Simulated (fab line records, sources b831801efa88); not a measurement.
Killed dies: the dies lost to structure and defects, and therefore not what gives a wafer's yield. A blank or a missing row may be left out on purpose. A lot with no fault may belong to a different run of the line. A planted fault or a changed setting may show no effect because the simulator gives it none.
Which of the tools did it? | flow sky130 | 12 lots, 36 wafers sampled, at 4 steps of a route of 708

== WHAT THE GAUGES SHOWED, per wafer ==
SKY_CAP2M_THK_MEAS_01.
lot  | measured     | on           | CAP2M_CVD_00_THK (nm)
L075 | day 39 18:49 | filmMetro-04 | 15.40 15.58 15.29
L077 | day 40 22:49 | filmMetro-04 | 15.14 15.77 15.56
L078 | day 41 14:02 | filmMetro-01 | 15.50 15.30 15.74
L081 | day 42 07:55 | filmMetro-03 | 15.36 15.29 15.43
L083 | day 42 09:10 | filmMetro-03 | 15.99 15.95 15.78
L085 | day 43 02:23 | filmMetro-01 | 15.10 15.12 15.45
L087 | day 43 20:25 | filmMetro-04 | 15.36 15.59 15.38
L089 | day 44 04:32 | filmMetro-03 | 15.09 15.59 15.53
L092 | day 45 03:49 | filmMetro-01 | 15.72 15.51 15.91
L093 | day 45 10:31 | filmMetro-03 | 15.10 15.11 15.98
L095 | day 45 19:24 | filmMetro-04 | 15.51 15.22 15.09
L097 | day 46 01:16 | filmMetro-01 | 15.16 15.62 15.83

== WHAT TOOL EACH LOT RAN ON (gives the tool, then ch and the chambers of the sampled wafers, and finally the start) ==
lot  | SKY_METAL1_SPUTTER_01       | SKY_VIA1_ETCH_15                  | SKY_VIA2_ETCH_15
L075 | pvdSputter-02, day 31 14:29 | rieDiel-02 ch 0,3, day 33 23:06   | rieDiel-02 ch 0,2,3, day 36 07:56
L077 | pvdSputter-04, day 32 23:34 | rieDiel-02 ch 1,2,3, day 35 07:08 | rieDiel-04 ch 0,2, day 37 13:47
L078 | pvdSputter-04, day 33 16:09 | rieDiel-02 ch 0,3, day 35 23:23   | rieDiel-03 ch 1,2, day 38 06:08
L081 | pvdSputter-04, day 34 08:39 | rieDiel-04 ch 1,2, day 36 16:20   | rieDiel-02 ch 0,3, day 38 21:53
L083 | pvdSputter-04, day 34 10:53 | rieDiel-02 ch 0,3, day 36 16:50   | rieDiel-02 ch 0,1,3, day 39 00:02
L085 | pvdSputter-01, day 35 09:11 | rieDiel-01 ch 0,1,3, day 37 15:50 | rieDiel-04 ch 0,1,3, day 39 21:35
L087 | pvdSputter-02, day 36 06:50 | rieDiel-02 ch 0,1,3, day 38 11:53 | rieDiel-04 ch 0,1,2, day 40 16:53
L089 | pvdSputter-04, day 36 14:55 | rieDiel-02 ch 1,2, day 38 19:48   | rieDiel-03 ch 1,2,3, day 41 01:08
L092 | pvdSputter-04, day 37 18:55 | rieDiel-02 ch 1,2, day 39 23:09   | rieDiel-03 ch 0,1,3, day 42 02:28
L093 | pvdSputter-01, day 38 00:13 | rieDiel-02 ch 0,1,2, day 40 04:59 | rieDiel-02 ch 2,3, day 42 08:28
L095 | pvdSputter-01, day 38 11:34 | rieDiel-04 ch 0,2,3, day 40 15:56 | rieDiel-03 ch 1,2,3, day 42 18:34
L097 | pvdSputter-02, day 38 20:05 | rieDiel-04 ch 0,1,3, day 40 23:20 | rieDiel-03 ch 0,1,2, day 43 01:38
- SKY_METAL1_SPUTTER_01: material TiN, target thk 20 nm, time 16.7 s.
- SKY_VIA1_ETCH_15: etches SiO2 in C4F8/O2/Ar, stops on TiN, target depth 351 nm, time 54 s.
- SKY_VIA2_ETCH_15: etches SiO2 in C4F8/O2/Ar, stops on TiN, target depth 546 nm, time 84 s.

== THE ANSWER, worked out from the rows above alone ==
Rule: the usual values come from the lots themselves. The widest of any qualifying gaps counts: lots, ordered by their means at a reading, are off when they make up no more than a third of the lots, leave a main group of 4 or more, and stand apart from it by 3 or more times the standard deviation of that group's means. A main group whose means are all the same, to the digits that the tables above print for the reading, isn't used. Also off: a lot with no number at a reading for which 4 or more lots have one. Any other lot the step has rows for is counted as sound.
No lot is off at any reading shown: from this, nothing can be told.

== WHAT HAD BEEN PUT IN BY THE SIMULATOR ==
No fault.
